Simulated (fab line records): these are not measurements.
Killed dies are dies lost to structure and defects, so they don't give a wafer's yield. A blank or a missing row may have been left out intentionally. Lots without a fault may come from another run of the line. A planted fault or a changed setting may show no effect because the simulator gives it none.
Which tool did it? / flow gf180mcu / Sampling: 6 lots, 18 wafers, 2 of 602 route steps

== WHAT THE GAUGES SHOWED, per wafer ==
GF_VT_IMPLANT_TW_MEAS_43.
lot=L241; measured=day 8 01:44; on=filmMetro-02; VT_IMPLANT_4_TW=711 704 705
lot=L244; measured=day 9 01:14; on=filmMetro-02; VT_IMPLANT_4_TW=704 704 706
lot=L251; measured=day 11 02:19; on=filmMetro-02; VT_IMPLANT_4_TW=704 703 703
lot=L253; measured=day 11 11:54; on=filmMetro-02; VT_IMPLANT_4_TW=705 698 703
lot=L257; measured=day 12 18:50; on=filmMetro-01; VT_IMPLANT_4_TW=696 698 701
lot=L261; measured=day 13 22:18; on=filmMetro-04; VT_IMPLANT_4_TW=692 697 698

== WHICH TOOL RAN EACH LOT (tool, then ch and the chambers of the sampled wafers, then the start) ==
lot=L241; GF_VT_IMPLANT_STRIP_09=plasmaAsher-01 ch 0,1, day 6 03:19
lot=L244; GF_VT_IMPLANT_STRIP_09=plasmaAsher-01 ch 0,1, day 6 23:43
lot=L251; GF_VT_IMPLANT_STRIP_09=plasmaAsher-04 ch 1, day 8 20:01
lot=L253; GF_VT_IMPLANT_STRIP_09=plasmaAsher-04 ch 0,1, day 9 05:46
lot=L257; GF_VT_IMPLANT_STRIP_09=plasmaAsher-02 ch 0,1, day 10 09:16
lot=L261; GF_VT_IMPLANT_STRIP_09=plasmaAsher-02 ch 1, day 11 09:33
- GF_VT_IMPLANT_STRIP_09: strips in O2/N2.

== THE ANSWER, worked out from the rows above alone ==
Rule: the usual values come from the lots themselves. Put in order of their means at a reading, lots are off if they are a third of the lots or fewer, leave a main group of 4 or more, and stand apart from it by a gap of 3 or more times the standard deviation of the main group's means; of several such gaps the widest counts. A main group is skipped when, at the precision printed for the reading in the tables above, its means are all equal. Also off: a lot with no number at a reading for which 4 or more lots have one. The other lots that the step has rows for count as sound.
No lot is off on any of the readings shown, so nothing can be concluded from this.

== WHAT THE SIMULATOR HAD INSERTED ==
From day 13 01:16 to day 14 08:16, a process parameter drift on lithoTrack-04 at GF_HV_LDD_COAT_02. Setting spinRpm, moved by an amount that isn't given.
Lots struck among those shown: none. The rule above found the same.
